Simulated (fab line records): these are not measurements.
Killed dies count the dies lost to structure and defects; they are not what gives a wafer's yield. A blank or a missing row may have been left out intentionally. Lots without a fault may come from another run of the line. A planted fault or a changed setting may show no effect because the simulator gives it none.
Which tool is to blame? ; flow gf180mcu ; 18 wafers from 6 lots sampled at 3 of the route's 602 steps

## WHAT THE GAUGES SHOWED, per wafer
GF_HV_LDD_TW_MEAS_11.
lot;measured;on;HV_LDD_TW
L809;day 10 14:09;film metro-03;2369 2366 2378
L811;day 11 16:21;film metro-01;2415 2402 2421
L815;day 13 01:10;film metro-02;2358 2366 2339
L818;day 13 18:54;film metro-02;2366 2355 2373
L821;day 14 04:37;film metro-01;2386 2389 2393
L825;day 15 09:29;film metro-01;2476 2476 2467

## EACH LOT AND THE TOOL THAT RAN IT (in order: tool; ch and the chambers of the sampled wafers; start)
lot;GF_VT_IMPLANT_STRIP_09;GF_HV_LDD_IMPLANT_09
L809;plasma asher-01 ch 0,1, day 6 00:44;implanter-03 ch 0, day 10 13:54
L811;plasma asher-04 ch 0,1, day 6 17:02;implanter-02 ch 0, day 11 16:06
L815;plasma asher-04 ch 1, day 7 14:45;implanter-03 ch 0, day 13 00:56
L818;plasma asher-01 ch 0,1, day 8 10:53;implanter-02 ch 0, day 13 18:39
L821;plasma asher-01 ch 0, day 9 01:59;implanter-04 ch 0, day 14 04:22
L825;plasma asher-03 ch 0,1, day 10 02:52;implanter-04 ch 0, day 15 09:17
- GF_VT_IMPLANT_STRIP_09: strips in O2/N2.
- GF_HV_LDD_IMPLANT_09

## THE ANSWER, worked out from the rows above alone
Rule: the lots themselves supply what counts as usual. Put in order of their means at a reading, lots are off if they are a third of the lots or fewer, leave a main group of 4 or more, and stand apart from it by a gap of 3 or more times the standard deviation of the main group's means; of several such gaps the widest counts. A main group is skipped when, at the precision printed for the reading in the tables above, its means are all equal. Also off: a lot with no number at a reading for which 4 or more lots have one. Any other lot the step has rows for is counted as sound.
Nothing can be told from this: no lot is off at any reading shown.

## WHAT WAS PUT IN BY THE SIMULATOR
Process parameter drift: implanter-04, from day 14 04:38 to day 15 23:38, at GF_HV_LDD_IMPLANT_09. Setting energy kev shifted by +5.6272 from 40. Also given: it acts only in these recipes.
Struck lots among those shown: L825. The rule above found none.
